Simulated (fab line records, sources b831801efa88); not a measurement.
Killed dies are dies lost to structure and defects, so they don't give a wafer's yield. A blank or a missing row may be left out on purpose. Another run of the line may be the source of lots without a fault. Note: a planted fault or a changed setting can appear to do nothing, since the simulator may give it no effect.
Chamber matching + flow gf180mcu + GF_V4_ETCH_16 on rieDiel-01 has 3 sister chambers
The step etches BARC in N2/H2. 3 wafers are shown with their chamber, then 5 later ones without.

EACH WAFER AND ITS CHAMBER
| wafer  | chamber | throttleValvePct (%) |
|--------|---------|----------------------|
| L373.3 | 3       | 13.231               |
| L382.2 | 1       | 13.221               |
| L382.3 | 0       | 13.220               |

WAFERS WHOSE CHAMBER IS MISSING
| wafer  | throttleValvePct (%) |
|--------|----------------------|
| L388.2 | 13.238               |
| L388.3 | 13.227               |
| L388.5 | 13.236               |
| L390.2 | 13.219               |
| L390.6 | 13.244               |

THE CHAMBER EACH PASSED THROUGH
| wafer  | from the rows above          | in truth |
|--------|------------------------------|----------|
| L388.2 | can't be placed: 3 or 1 or 0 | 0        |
| L388.3 | can't be placed: 3 or 1 or 0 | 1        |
| L388.5 | can't be placed: 3 or 1 or 0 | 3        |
| L390.2 | can't be placed: 0 or 1 or 3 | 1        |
| L390.6 | can't be placed: 3 or 1 or 0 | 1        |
Correctly placed: 0 of 5. These rows do not allow placing 5 (true chamber among the candidates in 5). Number placed wrongly: 0.
How it was worked out, from the rows above alone: a wafer's distance from a chamber is the root of the sum, over the readings, of the square of ((its reading less the chamber's mean) divided by the reading's scatter). The wafer belongs to the nearest chamber; if the next one is less than 2 further off, it can't be placed. The mean given for a chamber averages the wafers shown for that chamber. The scatter: root of mean squared gap, hidden wafer to nearest shown wafer, with one shown wafer a chamber.
